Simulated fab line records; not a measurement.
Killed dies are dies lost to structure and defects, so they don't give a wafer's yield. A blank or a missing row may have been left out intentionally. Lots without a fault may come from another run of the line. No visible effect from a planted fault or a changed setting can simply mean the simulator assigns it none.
A struck lot beside a sound one    flow sky130    17 out of 708 route steps
Sound: the wafers L213.2, L213.4, L213.6. Wafers struck: L217.1, L217.2, L217.6. The cause is named last.
Per side, at each step with rows, come the tool, then ch with its chambers, and then its first start. Under that, the readings that differ: sound wafers    struck wafers    difference of the means    sigmas: that difference in standard deviations of wafers without a fault.
alike: readings whose means differ by less than 2 such deviations, and words and numbers that are the same on both sides. not compared: withheld readings, readings that some wafer has no value for, bounds like >300 that may hide the same value, and numbers for which the record gives no deviation and whose values overlap.
A row with sigmas, a row that says differs or no value, or rows on one side alone: a step with any of these is where the two part. Numbers that don't overlap but have no deviation are shown without sigmas and don't part them. A reading that every wafer of one side lacks parts them only if that side has two wafers or more.

first, 4 steps without rows for these wafers: SKY_FIELD_ISO_WET_ETCH_29 (etches Si3N4 in H3PO4, target depth 160 nm, time 1825 s); SKY_FIELD_ISO_WET_ETCH_30 (etches SiO2 in dHF, target depth 25 nm, time 50 s); SKY_NWELL_CLEAN_00 (cleans in SC1/SC2, time 150 s); SKY_NWELL_OXIDATION_01 (stabilise 600 s, purge 300 s, target thk 10 nm).
SKY_NWELL_THK_MEAS_02:
  struck on film-metro-01, day 3 21:52; sound on film-metro-01, day 3 08:19
  alike: NWELL_OXIDATION_THK
then, 7 steps without rows for these wafers: SKY_DNWELL_DEHYDRATE_00 (time 60 s); SKY_DNWELL_HMDS_01 (prime time 60 s); SKY_DNWELL_COAT_02 (resist thk 3000 nm); SKY_DNWELL_SOFTBAKE_03; SKY_DNWELL_EXPOSE_04 (exposes mask DNM, target cd 3000 nm); SKY_DNWELL_PEB_05; SKY_DNWELL_DEVELOP_06 (develop time 60 s).
SKY_DNWELL_IMPLANT_07:
  sound on implanter-04 ch 0, day 4 00:16; struck on implanter-04 ch 0, day 4 14:29
  alike: end-station-pressure-torr
  not compared: implant-ion-amu
SKY_DNWELL_STRIP_08: strips in O2/N2.
  sound on plasma-asher-04 ch 0,1, day 4 00:23; struck on plasma-asher-02 ch 0,1, day 4 14:38
  alike: chamber-pressure-mTorr, drypump-motor-current-A, oes-product-au, strip-time-to-endpoint-s
  not compared: rf-hours-counter-h
SKY_DNWELL_TW_MEAS_09:
  struck on film-metro-01, day 4 14:44; sound on film-metro-02, day 4 00:30
reading    sound           struck          difference  sigmas
DNWELL_TW  1106 1108 1109  2041 2032 2037  +929        +77
then, 1 step without rows for these wafers: SKY_PWDE_DEHYDRATE_00 (time 60 s).
SKY_PAD_OPEN_PROBE_99:
  the record has rows for the sound wafers here (prober-01, day 46 15:37) and none for the struck ones

WHERE THEY PART
First at SKY_DNWELL_TW_MEAS_09; last, within this record, at SKY_PAD_OPEN_PROBE_99.

WHY: what had been put in by the simulator
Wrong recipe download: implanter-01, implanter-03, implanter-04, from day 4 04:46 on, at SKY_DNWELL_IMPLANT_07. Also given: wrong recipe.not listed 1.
